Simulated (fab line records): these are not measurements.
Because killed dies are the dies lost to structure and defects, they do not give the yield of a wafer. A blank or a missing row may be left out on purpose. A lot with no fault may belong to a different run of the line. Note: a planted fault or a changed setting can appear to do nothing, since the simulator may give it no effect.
Check of tool commonality ; flow sky130 ; 14 lots and 42 wafers in the sample

## WHY IT WAS OPENED
At SKY_LDD_HVN_OVL_MEAS_07 the reading LDD_HVN_OVL is flagged on 4 of 14 lots. Fault-free wafers read 0.9 nm, with a standard deviation of 1.5.
Rule: a lot gets a flag if all its wafers with a number sit over 4 standard deviations from that mean, or if no wafer of it has a number. The other lots count as sound.

lot;measured;on;LDD_HVN_OVL (nm), wafer by wafer;flag
L154;day 22 05:46;overlay-02;2.5 1.8 3.4;
L157;day 22 07:30;overlay-01;-0.5 -2.3 -1.1;
L155;day 22 11:57;overlay-02;1.6 1.3 1.9;
L153;day 22 12:32;overlay-02;2.0 2.8 2.4;
L159;day 23 03:48;overlay-01;0.8 1.0 -0.5;
L158;day 23 04:31;overlay-02;0.3 2.1 1.5;
L160;day 23 08:40;overlay-02;58.2 55.9 56.0;FLAGGED
L161;day 23 21:52;overlay-02;56.6 57.1 57.8;FLAGGED
L162;day 24 08:46;overlay-01;56.3 57.1 55.9;FLAGGED
L163;day 24 15:47;overlay-02;55.9 56.7 58.8;FLAGGED
L166;day 25 10:58;overlay-02;1.8 1.9 1.7;
L172;day 27 13:11;overlay-01;-0.6 1.8 2.1;
L173;day 28 01:33;overlay-01;0.4 -0.8 -0.5;
L175;day 28 09:45;overlay-02;-1.2 -3.1 -1.7;
On average the flagged lots' numbers are 56.9 nm, which is +56.0 nm against the usual, or +37 standard deviations.

## WHICH TOOL RAN EACH LOT
The record holds 2 process steps before the reading, out of a route of 708 steps. Each cell gives the tool, then ch followed by the chambers the sampled wafers passed through, then the start.
lot;flag;SKY_SONOS_ONO_ETCH_15;SKY_LDD_HVN_EXPOSE_04
L154;;rie-diel-02 ch 0,3, day 14 07:30;iline-stepper-01 ch 0, day 21 14:22
L157;;rie-diel-04 ch 0,1,2, day 14 07:48;iline-stepper-02 ch 0, day 21 16:40
L155;;rie-diel-03 ch 0,1, day 14 14:57;iline-stepper-02 ch 0, day 21 20:41
L153;;rie-diel-04 ch 0,1,2, day 14 10:18;iline-stepper-01 ch 0, day 21 21:17
L159;;rie-diel-04 ch 0,2,3, day 15 04:30;iline-stepper-01 ch 0, day 22 13:09
L158;;rie-diel-03 ch 0,2,3, day 15 04:09;iline-stepper-01 ch 0, day 22 13:34
L160;FLAGGED;rie-diel-02 ch 1,2, day 15 07:42;iline-stepper-01 ch 0, day 22 18:06
L161;FLAGGED;rie-diel-02 ch 0,1,2, day 15 20:11;iline-stepper-01 ch 0, day 23 06:53
L162;FLAGGED;rie-diel-02 ch 0,1, day 16 05:36;iline-stepper-01 ch 0, day 23 18:18
L163;FLAGGED;rie-diel-02 ch 0,1,2, day 16 12:27;iline-stepper-01 ch 0, day 24 01:35
L166;;rie-diel-04 ch 0,3, day 17 12:48;iline-stepper-02 ch 0, day 24 21:14
L172;;rie-diel-02 ch 0,2,3, day 19 17:27;iline-stepper-02 ch 0, day 26 23:11
L173;;rie-diel-03 ch 1,2,3, day 20 05:45;iline-stepper-02 ch 0, day 27 10:58
L175;;rie-diel-03 ch 0,1, day 20 17:06;iline-stepper-02 ch 0, day 27 20:05
What the steps here do:
- SKY_SONOS_ONO_ETCH_15: etches the open film in CHF3/O2, target depth 19.52 nm, time 7.8 s.
- SKY_LDD_HVN_EXPOSE_04: exposes mask HVNTM, target cd 700 nm.
- SKY_LDD_HVN_OVL_MEAS_07

## FLAGGED AGAINST TOTAL, ONE TOOL AT A TIME (gauges that did the reading follow at the end)
step;tool;lots run;flagged;share of the flagged lots;sound lots run after its first flagged lot
SKY_SONOS_ONO_ETCH_15;rie-diel-02;6;4;all;1 (L172)
SKY_SONOS_ONO_ETCH_15;rie-diel-03;4;0;none;-
SKY_SONOS_ONO_ETCH_15;rie-diel-04;4;0;none;-
SKY_LDD_HVN_EXPOSE_04;iline-stepper-01;8;4;all;0
SKY_LDD_HVN_EXPOSE_04;iline-stepper-02;6;0;none;-
SKY_LDD_HVN_OVL_MEAS_07;overlay-01;5;1;some;2 (L172,L173)
SKY_LDD_HVN_OVL_MEAS_07;overlay-02;9;3;some;2 (L166,L175)

## WHAT THE TABLE PERMITS
Table rows that saw every flagged lot: 2, namely rie-diel-02 at SKY_SONOS_ONO_ETCH_15 and iline-stepper-01 at SKY_LDD_HVN_EXPOSE_04.
- rie-diel-02 at SKY_SONOS_ONO_ETCH_15: 4 of its 6 lots flagged. After the first flagged lot (L172), sound lots still ran on it; a lasting fault on the whole tool would not permit that.
- iline-stepper-01 at SKY_LDD_HVN_EXPOSE_04: 4 of its 8 lots flagged. Last sound lot L158 at day 22 13:34, first flagged lot L160 at day 22 18:06; a fault beginning in between fits.
Left over: one tool, iline-stepper-01 at SKY_LDD_HVN_EXPOSE_04.

## WHAT WAS PUT IN BY THE SIMULATOR
Scanner matching overlay: iline-stepper-01, from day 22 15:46 on, at SKY_LDD_HVN_EXPOSE_04. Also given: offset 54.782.
Shown lots that were struck: L160, L161, L162, L163. The rule above reached the same finding.
